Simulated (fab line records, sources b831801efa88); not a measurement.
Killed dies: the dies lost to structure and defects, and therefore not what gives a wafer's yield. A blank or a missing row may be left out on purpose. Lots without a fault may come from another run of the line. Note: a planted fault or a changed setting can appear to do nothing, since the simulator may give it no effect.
Matching of chambers / flow sky130 / 4 sister chambers for SKY_VIA1_ETCH_14 on rie diel-04
The step etches BARC in N2/H2, stops on SiO2, time 45.9 s, target depth 60 nm. 4 wafers are shown with their chamber, then 9 later ones without.

## WAFERS, EACH WITH ITS CHAMBER
wafer=L084.5; chamber=1; drypump motor current A (A)=5.9
wafer=L085.1; chamber=0; drypump motor current A (A)=6.6
wafer=L085.3; chamber=2; drypump motor current A (A)=6.4
wafer=L085.6; chamber=3; drypump motor current A (A)=6.3

## WAFERS WITH NO CHAMBER GIVEN
wafer=L093.1; drypump motor current A (A)=6.4
wafer=L093.3; drypump motor current A (A)=5.9
wafer=L093.6; drypump motor current A (A)=6.4
wafer=L094.1; drypump motor current A (A)=6.5
wafer=L094.2; drypump motor current A (A)=6.4
wafer=L094.3; drypump motor current A (A)=5.9
wafer=L094.4; drypump motor current A (A)=6.3
wafer=L094.5; drypump motor current A (A)=5.9
wafer=L094.6; drypump motor current A (A)=6.6

## WHICH CHAMBER EACH ONE RAN IN
wafer=L093.1; from the rows above=2; in truth=2
wafer=L093.3; from the rows above=1; in truth=1
wafer=L093.6; from the rows above=2; in truth=2
wafer=L094.1; from the rows above=can't be placed: 0 or 2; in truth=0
wafer=L094.2; from the rows above=2; in truth=2
wafer=L094.3; from the rows above=1; in truth=1
wafer=L094.4; from the rows above=3; in truth=3
wafer=L094.5; from the rows above=1; in truth=1
wafer=L094.6; from the rows above=0; in truth=0
8 of 9 placed correctly. Can't be placed from these rows: 1 (the true chamber is among the candidates in 1). Placed wrongly: 0.
How it was worked out, from the rows above alone: a wafer's distance from a chamber is the root of the sum, over the readings, of the square of ((its reading less the chamber's mean) divided by the reading's scatter). The wafer belongs to the nearest chamber; if the next one is less than 2 further off, it can't be placed. A chamber's mean is the mean of its shown wafers. The scatter: with one shown wafer a chamber, the root of the mean of the squares of how far each hidden wafer lies from its nearest shown one.
